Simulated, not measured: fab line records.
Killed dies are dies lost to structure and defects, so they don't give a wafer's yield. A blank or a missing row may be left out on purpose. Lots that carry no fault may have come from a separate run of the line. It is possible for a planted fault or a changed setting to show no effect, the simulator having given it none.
Comparing a struck lot with a sound one / flow sky130 / 14 steps out of a route of 708
Sound: these wafers, L150.1, L150.5, L150.6. Struck: wafers L164.4, L164.6 (left out: L164.1, a lot-mate that was not struck); the cause follows at the end.
Each step with rows lists, per side, the tool, then ch with its chambers, then its first start. Under that, the readings that differ: sound wafers / struck wafers / difference of the means / sigmas: that difference in standard deviations of wafers without a fault.
alike: a reading whose means differ by less than 2 such deviations, as well as words and numbers matching on both sides. not compared: withheld readings; readings where some wafer has no value; bounds like >300 that might hide an equal value; numbers whose values overlap and for which the record gives no deviation.
The two part at a step that has a row with sigmas, a row that says differs or no value, or rows on one side only. When numbers do not overlap yet have no deviation, they are printed without sigmas and do not part them. A reading missing from all wafers of one side parts the sides only when that side holds two or more wafers.

SKY_VIA1_CD_MEAS_12: the cd target is 150 nm.
  sound on cd sem-02 at day 34 20:43; struck on cd sem-01 at day 39 05:38
  alike: cd nm
SKY_VIA1_OVL_MEAS_13:
  sound on overlay-01 at day 34 20:50; struck on overlay-02 at day 39 05:46
  alike: VIA1_OVL
then, 1 step without rows for these wafers: SKY_VIA1_ETCH_14 (etches BARC in N2/H2, stops on SiO2, time 45.9 s, target depth 60 nm).
SKY_VIA1_ETCH_15: etches SiO2 in C4F8/O2/Ar, stops on TiN, target depth 351 nm, time 54 s.
  sound on rie diel-04 ch 0,1,2, day 34 20:55; struck on rie diel-03 ch 1,2, day 39 05:50
  alike: oes product au
  not compared: rf hours counter h
SKY_VIA1_STRIP_16: strips in O2/N2.
  sound on plasma asher-01 ch 0,1, day 34 20:58; struck on plasma asher-03 ch 1, day 39 05:53
reading=n2 flow sccm (sccm); sound=301.7 301.0 299.9; struck=298.9 298.6; difference=-2.1; sigmas=-2
  alike: drypump motor current A, oes product au, strip time to endpoint s
  not compared: rf hours counter h
then, 3 steps without rows for these wafers: SKY_VIA1_STRIP_17 (strips in post etch residue remover, time 1200 s); SKY_VIA1_CLEAN_18 (cleans in IPA, time 180 s); SKY_VIA1_CLEAN_19 (cleans in O3/DIW).
SKY_VIA1_SPUTTER_20: material TiN, target thk 20 nm, time 80 s.
  sound on pvd sputter-02 at day 34 21:35; struck on pvd sputter-02 at day 39 06:31
reading=throttle valve pct (%); sound=28.7 28.6 29.3; struck=31.0 31.5; difference=+2.4; sigmas=+2
SKY_VIA1_CVD_21: deposits W, target thk 270 nm, time 80.902 s.
  sound on cvd w-02 ch 0,1, day 34 21:40; struck on cvd w-02 ch 0, day 39 06:34
  alike: heater power w
SKY_VIA1_RS_MEAS_22: measures by four-point-probe.
  sound on film metro-04 at day 34 21:45; struck on film metro-03 at day 39 06:40
  alike: VIA1_W_RS
SKY_VIA1_THK_MEAS_23: measures by xrf.
  sound on film metro-04 at day 34 21:52; struck on film metro-03 at day 39 06:47
  alike: VIA1_W_THK
SKY_VIA1_CMP_24: polishes, stops on SiO2, t overpolish 15 s, target thk 0 nm.
  sound on cmp-01 ch 1,2,3, day 34 22:05; struck on cmp-02 ch 0, day 39 06:51
reading=overpolish run s (s); sound=15.011 14.992 15.000; struck=0.036 0.046; difference=-14.960; sigmas=-99 or more
reading=time to endpoint s (s); sound=64.6 64.9 64.9; struck=104.0 103.2; difference=+38.8; sigmas=+14
  alike: motor current A
SKY_METAL2_SPUTTER_00: material Ti, target thk 15 nm, time 10 s.
  the record has rows for the sound wafers here (pvd sputter-02, day 34 22:14) and none for the struck ones

WHERE THEY PART
Earliest at SKY_VIA1_STRIP_16; latest, in this record, at SKY_METAL2_SPUTTER_00.

WHY: what the simulator had put in
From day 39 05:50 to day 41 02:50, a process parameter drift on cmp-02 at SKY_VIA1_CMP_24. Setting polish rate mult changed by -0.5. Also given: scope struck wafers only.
